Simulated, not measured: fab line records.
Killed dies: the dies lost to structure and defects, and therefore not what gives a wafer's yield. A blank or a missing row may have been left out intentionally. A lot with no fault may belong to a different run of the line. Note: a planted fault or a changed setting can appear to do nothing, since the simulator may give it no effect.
Which tool was responsible? ; flow sky130 ; 11 lots, 33 wafers sampled, at 3 steps of a route of 708

== WHAT THE GAUGES READ, wafer by wafer ==
SKY_VIA2_THK_MEAS_23: measures by xrf. Usual: for VIA2_W_THK the level is 409 nm and the standard deviation is 5.4.
lot;measured;on;VIA2_W_THK (nm);flag
L592;day 36 12:09;film-metro-01;410 417 407;
L594;day 37 13:34;film-metro-04;403 414 408;
L593;day 37 14:58;film-metro-01;403 417 416;
L596;day 37 20:04;film-metro-04;405 414 407;
L597;day 38 03:26;film-metro-04;415 407 414;
L598;day 38 04:11;film-metro-04;415 412 410;
L600;day 39 09:36;film-metro-04;412 409 408;
L605;day 40 13:20;film-metro-04;410 407 411;
L608;day 41 14:46;film-metro-03;405 403 399;
L615;day 44 05:06;film-metro-03;407 416 415;
L613;day 44 07:50;film-metro-01;407 407 411;

== WHAT TOOL EACH LOT RAN ON (gives the tool, then ch and the chambers of the sampled wafers, and finally the start) ==
lot;SKY_METAL2_DESCUM_17;SKY_METAL2_STRIP_20
L592;rie-metal-04 ch 0,1, day 35 07:29;plasma-asher-03 ch 0,1, day 35 07:41
L594;rie-metal-04 ch 0,1, day 36 08:59;plasma-asher-04 ch 0,1, day 36 09:11
L593;rie-metal-01 ch 0,1, day 36 09:56;plasma-asher-03 ch 0,1, day 36 10:08
L596;rie-metal-03 ch 0,1, day 36 14:56;plasma-asher-02 ch 0,1, day 36 15:08
L597;rie-metal-03 ch 0,1, day 36 22:38;plasma-asher-04 ch 0,1, day 36 22:50
L598;rie-metal-04 ch 0,1, day 36 23:20;plasma-asher-02 ch 0,1, day 36 23:32
L600;rie-metal-04 ch 0,1, day 38 06:25;plasma-asher-03 ch 0,1, day 38 06:37
L605;rie-metal-01 ch 0,1, day 39 10:37;plasma-asher-02 ch 0,1, day 39 10:49
L608;rie-metal-04 ch 0,1, day 40 11:40;plasma-asher-03 ch 0,1, day 40 11:52
L615;rie-metal-01 ch 0,1, day 43 03:24;plasma-asher-03 ch 0,1, day 43 03:35
L613;rie-metal-01 ch 0,1, day 43 05:51;plasma-asher-04 ch 0,1, day 43 06:02
- SKY_METAL2_DESCUM_17: chemistry O2, time 8 s.
- SKY_METAL2_STRIP_20: strips in O2/N2.

== AS READ BY THE TOOLS THEMSELVES (means over the sampled wafers that have a number; for cases with no such wafer, the mark the record gives instead) ==
SKY_METAL2_DESCUM_17. Usual: drypump-motor-current-A 5.8 A, standard deviation 0.32; oes-product-au 1.001 a.u., standard deviation 0.0097.
lot;tool;drypump-motor-current-A (A);oes-product-au (a.u.);flag
L592;rie-metal-04;5.6;0.996;
L594;rie-metal-04;5.6;1.000;
L593;rie-metal-01;6.0;1.007;
L596;rie-metal-03;5.8;1.006;
L597;rie-metal-03;5.8;1.012;
L598;rie-metal-04;5.8;1.000;
L600;rie-metal-04;5.6;0.992;
L605;rie-metal-01;5.9;0.998;
L608;rie-metal-04;5.6;0.991;
L615;rie-metal-01;5.9;1.001;
L613;rie-metal-01;6.0;1.006;

SKY_METAL2_STRIP_20. Usual: chamber-pressure-mTorr 1499.8 mTorr, standard deviation 1.3; drypump-motor-current-A 6.0 A, standard deviation 0.39; oes-product-au 0.342 a.u., standard deviation 0.0049; strip-time-to-endpoint-s 2.68 s, standard deviation 0.041.
lot;tool;chamber-pressure-mTorr (mTorr);drypump-motor-current-A (A);oes-product-au (a.u.);strip-time-to-endpoint-s (s);flag
L592;plasma-asher-03;1499.9;5.9;0.344;2.68;
L594;plasma-asher-04;1500.7;6.2;0.345;2.73;
L593;plasma-asher-03;1500.9;6.2;0.339;2.65;
L596;plasma-asher-02;1500.6;6.0;0.340;2.66;
L597;plasma-asher-04;1498.5;6.2;0.340;2.65;
L598;plasma-asher-02;1500.0;6.1;0.338;2.67;
L600;plasma-asher-03;1498.9;5.8;0.338;2.71;
L605;plasma-asher-02;1499.3;6.0;0.343;2.70;
L608;plasma-asher-03;1500.2;6.2;0.344;2.70;
L615;plasma-asher-03;1498.6;5.8;0.348;2.72;
L613;plasma-asher-04;1500.0;6.0;0.339;2.66;

== THE ANSWER, worked out from the rows above alone ==
Rule: a lot is off if the mean of its wafers that have a number lies more than 3 standard deviations from the usual mean. Also off: a lot with no number at a reading for which 4 or more lots have one. All remaining lots with rows at the step are treated as sound. First the gauges in route order, then the tools' own readings, where a lot's mean is used as printed above. At the first step where some lot is off, the reading lying furthest off is the one used; lots without a number count as furthest.
None of the lots is off at any reading shown; this tells nothing.

== WHAT WAS PUT IN BY THE SIMULATOR ==
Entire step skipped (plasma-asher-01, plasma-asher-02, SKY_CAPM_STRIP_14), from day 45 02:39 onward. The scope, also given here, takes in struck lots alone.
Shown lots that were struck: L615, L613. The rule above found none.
